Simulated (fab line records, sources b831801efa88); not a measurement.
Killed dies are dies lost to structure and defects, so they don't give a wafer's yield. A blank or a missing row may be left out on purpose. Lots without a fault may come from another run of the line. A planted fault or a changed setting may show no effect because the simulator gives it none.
fab line records | flow sky130 | part 2 of 2: steps 42 to 42 of 42
record lots=5 wafers=15 last_day=50
route steps=708 shown GATE_OXIDE@192 POLY_GATE@204 RES_PROTECT@206 PAD_OPEN@708
lots that met no fault: from a run of the same line without faults
start_h: hours from the record's first day to the start of the lot's first wafer shown | wait_h: hours since the lot's step before | " the same as in the row above | L1.1+2: a row that stands for several wafers | - no value, or no start given | * or withheld: withheld | < > ~ a bound
route shown NAME@n: a module of which the file shows steps, and the number in the route of the first | usual: mean/standard deviation of fault-free wafers | same: alike in all rows | chamber/n: place in a boat | sites: the reading at each site | _std_site: their standard deviation | _edge_site: outer sites' mean less inner sites' | radius_mm: how far each site lies from the wafer's centre | mask NAME#n: copy n | behind: the tool/chamber that last shaped the wafer | hold: why the lot was held/for how many hours/how that ended | device: the transistor (n, p or np) that didn't switch | end of line: the same wafers' tests at the end of the route | a step without rows: its recipe alone | killed: dies lost to structure and defects at the first sort, not the wafer's yield | map: a wafer's dies, x killed, . not, _ none there
set.NAME: the setting as run; set.NAME@STEP: as run at that earlier step | model.NAME: the simulator's own value behind a step, which no gauge read
lots at some steps of the route; a table a step, a row a wafer
services: from which hour (start_h, from the record's first day; less than 0 if before it) a tool's chamber was out of use, for how many hours, and why
## steps
# step SKY_PAD_OPEN_PROBE_99
# usual killed_at_M0_to_M3=42/6.6 killed_at_M4_up=3.1/1.9 killed_at_contacts=24/5.6 killed_at_front_end=15/4.8 killed_at_other=0.3/0.48 killed_dies=84/10 killed_open=47/6.8 killed_short=37/6.8
# same gross_dies=492 killed_at_back_side=0
# columns lot.wafer tool chamber start_h wait_h killed_at_M0_to_M3 killed_at_M4_up killed_at_contacts killed_at_front_end killed_at_other killed_dies killed_open killed_short model.etest.res_high_po.line_ohm_um model.etest.res_poly.line_ohm_um model.etest.res_high_po.rs_ohm_sq model.etest.res_poly.rs_ohm_sq model.etest.cap_li_to_poly.c_af_um2
L231.1 prober-01 - 1109.48 0.1 50 1 23 18 0 92 46 46 834.1 593.2 293 53.92 92.21
L231.2 prober-01 - 1109.53 0.1 41 0 18 22 1 82 49 33 822.6 613.7 285.3 53.53 90.95
L231.6 prober-01 - 1109.73 0.2 44 2 23 8 1 78 41 37 842.3 583.8 290 53.85 89.52
L240.2 prober-02 - 1168.17 0.1 49 4 22 6 0 81 42 39 745.4 509.2 263.3 48.2 97.48
L240.4 prober-02 - 1168.27 0.2 37 3 15 18 0 73 43 30 751.6 537.4 261.3 48.02 98.25
L240.5 prober-02 - 1168.32 0.2 50 4 23 17 1 95 56 39 732.2 513 262.2 48.26 97.84
L245.1 prober-01 - 1197.77 0.1 36 6 29 6 1 78 51 27 754 505.7 265.2 48.58 98.23
L245.4 prober-01 - 1197.92 0.2 42 5 23 13 0 83 48 35 765.5 528.7 264.6 48.45 97.22
L245.6 prober-01 - 1198.02 0.2 33 6 33 13 0 85 49 36 738.9 497.2 263.2 48.63 99.88
L248.1 prober-02 - 1203.38 0.1 44 1 18 11 0 74 43 29 754.2 528.3 265.1 48.24 97.86
L248.4 prober-02 - 1203.53 0.2 42 2 21 14 0 79 37 42 729.1 510.7 255.8 47.56 93.18
L248.6 prober-02 - 1203.63 0.2 44 3 27 9 0 83 47 36 738.6 517.6 261 48.22 96.17
L247.3 prober-01 - 1205.20 0.2 42 1 23 12 0 78 47 31 720.5 494 258.3 47.39 98.95
L247.4 prober-01 - 1205.25 0.2 39 2 27 16 1 85 47 38 734.7 509.2 255 47.49 98.78
L247.5 prober-01 - 1205.30 0.2 41 6 23 17 0 87 51 36 736.4 516.5 260.3 48.1 96.61
# killed by level:class
L231.1 VIA1:geometric_particle:open=11 VIA2:geometric_particle:open=11 VIA1:geometric_particle:short=8 LI_CONTACT:geometric_particle:open=6 CONTACT:geometric_particle:short=6 FIELD_ISO:geometric_particle:short=5 METAL1:geometric_particle:short=5 METAL3:geometric_particle:short=5
L231.2 VIA1:geometric_particle:open=9 VIA2:geometric_particle:open=9 POLY_GATE:geometric_particle:open=7 CONTACT:geometric_particle:open=7 VIA1:geometric_particle:short=7 LI_CONTACT:geometric_particle:open=6 FIELD_ISO:geometric_particle:short=5 METAL1:geometric_particle:short=4
L231.6 METAL1:geometric_particle:short=11 VIA1:geometric_particle:open=10 LI_CONTACT:geometric_particle:open=7 CONTACT:geometric_particle:open=6 METAL1:geometric_particle:open=4 VIA3:geometric_particle:open=4 LI_CONTACT:geometric_particle:short=3 LOCAL_INTERCONNECT:geometric_particle:short=3
L240.2 CONTACT:geometric_particle:open=11 VIA1:geometric_particle:open=10 VIA1:geometric_particle:short=8 METAL2:geometric_particle:short=6 VIA2:geometric_particle:open=6 VIA3:geometric_particle:short=6 CONTACT:geometric_particle:short=5 VIA3:geometric_particle:open=5
L240.4 VIA1:geometric_particle:open=12 FIELD_ISO:geometric_particle:short=5 METAL2:geometric_particle:short=5 VIA3:geometric_particle:open=5 LI_CONTACT:geometric_particle:open=4 CONTACT:geometric_particle:open=4 VIA2:geometric_particle:open=4 FIELD_ISO:geometric_particle:open=3
L240.5 VIA1:geometric_particle:open=13 VIA3:geometric_particle:open=13 LI_CONTACT:geometric_particle:open=8 CONTACT:geometric_particle:open=5 VIA1:geometric_particle:short=5 VIA3:geometric_particle:short=5 FIELD_ISO:geometric_particle:short=4 POLY_GATE:geometric_particle:open=4
L245.1 CONTACT:geometric_particle:open=15 VIA2:geometric_particle:open=9 VIA3:geometric_particle:open=7 VIA1:geometric_particle:open=5 VIA1:geometric_particle:short=4 FIELD_ISO:geometric_particle:short=3 LI_CONTACT:geometric_particle:short=3 LI_CONTACT:geometric_particle:open=3
L245.4 CONTACT:geometric_particle:open=10 VIA1:geometric_particle:open=9 VIA2:geometric_particle:open=7 METAL1:geometric_particle:short=6 LI_CONTACT:geometric_particle:open=4 LOCAL_INTERCONNECT:geometric_particle:short=4 CONTACT:geometric_particle:short=4 VIA3:geometric_particle:open=4
L245.6 CONTACT:geometric_particle:open=20 VIA1:geometric_particle:open=7 FIELD_ISO:geometric_particle:short=6 METAL1:geometric_particle:short=6 VIA3:geometric_particle:open=6 LI_CONTACT:geometric_particle:open=4 METAL4:geometric_particle:short=4 LI_CONTACT:geometric_particle:short=3
L248.1 VIA1:geometric_particle:open=13 VIA3:geometric_particle:open=7 METAL2:geometric_particle:short=6 METAL1:geometric_particle:short=6 CONTACT:geometric_particle:open=5 CONTACT:geometric_particle:short=5 VIA2:geometric_particle:open=5 SPACER:geometric_particle:open=4
L248.4 METAL1:geometric_particle:short=9 POLY_GATE:geometric_particle:open=7 CONTACT:geometric_particle:open=7 CONTACT:geometric_particle:short=7 VIA3:geometric_particle:open=6 METAL1:geometric_particle:open=4 VIA1:geometric_particle:open=4 VIA1:geometric_particle:short=4
L248.6 LI_CONTACT:geometric_particle:open=10 VIA1:geometric_particle:open=10 METAL2:geometric_particle:short=8 CONTACT:geometric_particle:open=8 METAL1:geometric_particle:short=7 VIA3:geometric_particle:open=6 VIA1:geometric_particle:short=5 VIA2:geometric_particle:open=5
L247.3 LI_CONTACT:geometric_particle:open=9 VIA3:geometric_particle:open=9 CONTACT:geometric_particle:open=8 VIA1:geometric_particle:open=8 VIA1:geometric_particle:short=6 VIA2:geometric_particle:open=5 POLY_GATE:geometric_particle:open=4 POLY_GATE:geometric_particle:short=3
L247.4 LI_CONTACT:geometric_particle:open=11 CONTACT:geometric_particle:open=9 VIA1:geometric_particle:open=7 VIA3:geometric_particle:open=6 VIA1:geometric_particle:short=5 VIA3:geometric_particle:short=5 LOCAL_INTERCONNECT:geometric_particle:short=4 POLY_GATE:geometric_particle:short=4
L247.5 VIA1:geometric_particle:open=11 CONTACT:geometric_particle:open=9 VIA3:geometric_particle:open=8 POLY_GATE:geometric_particle:open=5 CONTACT:geometric_particle:short=5 METAL4:geometric_particle:short=5 FIELD_ISO:geometric_particle:short=4 METAL2:geometric_particle:open=4
## services
# columns tool chamber start_h hours kind
rie_si-02 1 334.43 4.8 repair
lpcvd-01 - 341.86 0.8 pm
wet_bench-04 - 346.51 1.9 repair
rie_si-02 - 353.96 2.8 pm
rie_si-02 1 360.42 8.6 repair
rie_diel-03 0 370.44 11.0 repair
rie_si-02 0 370.79 7.6 repair
rie_diel-03 3 387.80 1.6 repair
rie_diel-02 0 405.60 5.3 repair
plasma_asher-04 - 411.43 14.6 pm
lpcvd-01 - 425.15 1.0 repair
plasma_asher-02 - 441.23 12.9 repair
plasma_asher-02 - 492.32 2.8 pm
rie_diel-02 2 505.25 12.8 repair
rie_diel-03 3 505.25 5.8 repair
rie_diel-03 3 522.32 2.1 repair
plasma_asher-01 - 524.41 2.6 repair
wet_bench-04 - 528.01 3.1 repair
rie_diel-03 3 538.15 4.5 repair
rie_diel-03 3 543.01 7.8 repair
rie_diel-03 2 548.10 2.7 repair
rie_si-02 - 548.42 0.7 repair
rie_diel-03 2 564.29 3.0 repair
rie_diel-02 - 578.66 1.0 repair
## key
first_sign step=SKY_POLY_GATE_CVD_00 reading=susceptor_temp_C direction=down sigmas=16 usual=* struck=*
effect step=SKY_POLY_GATE_CVD_00 reading=spike_tc_upper_C direction=down sigmas=4.3 usual=620.6 struck=616.3
effect step=SKY_POLY_GATE_THK_MEAS_01 reading=POLY_GATE_CVD_00_THK direction=down sigmas=11 usual=180.6 struck=161.2
effect step=SKY_POLY_GATE_ETCH_17 reading=oes_product_au direction=down sigmas=7.8 usual=0.990 struck=0.923
model_effect step=SKY_POLY_GATE_CVD_00 value=poly-Si_of_POLY_GATE_CVD_00.thk_nm without=179.7 struck=161.3
model_effect step=SKY_RES_PROTECT_CLEAN_09 value=poly-Si_of_POLY_GATE_CVD_00.thk_nm without=179.1 struck=160.6
model_effect step=SKY_POLY_GATE_ETCH_17 value=etch.depth_nm without=177.8 struck=160.6
model_effect step=SKY_PAD_OPEN_PROBE_99 value=etest.res_high_po.line_ohm_um without=756.1 struck=833
met_at SKY_POLY_GATE_CVD_00
struck_wafers L231.1,L231.2,L231.6
tester_left_out L231
fault kind=process_parameter_drift tool=lpcvd-01 chamber=0 onset_h=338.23 steps=SKY_POLY_GATE_CVD_00 channel=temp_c offset=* shape=step end_h=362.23 stated=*
# tester_left_out: of these lots the tester's yield and bins aren't shown, on N5 and GAA mostly nor the transistor test; their killed dies are dies lost to structure and defects alone, not to doping, threshold or leakage, so they don't give the yield
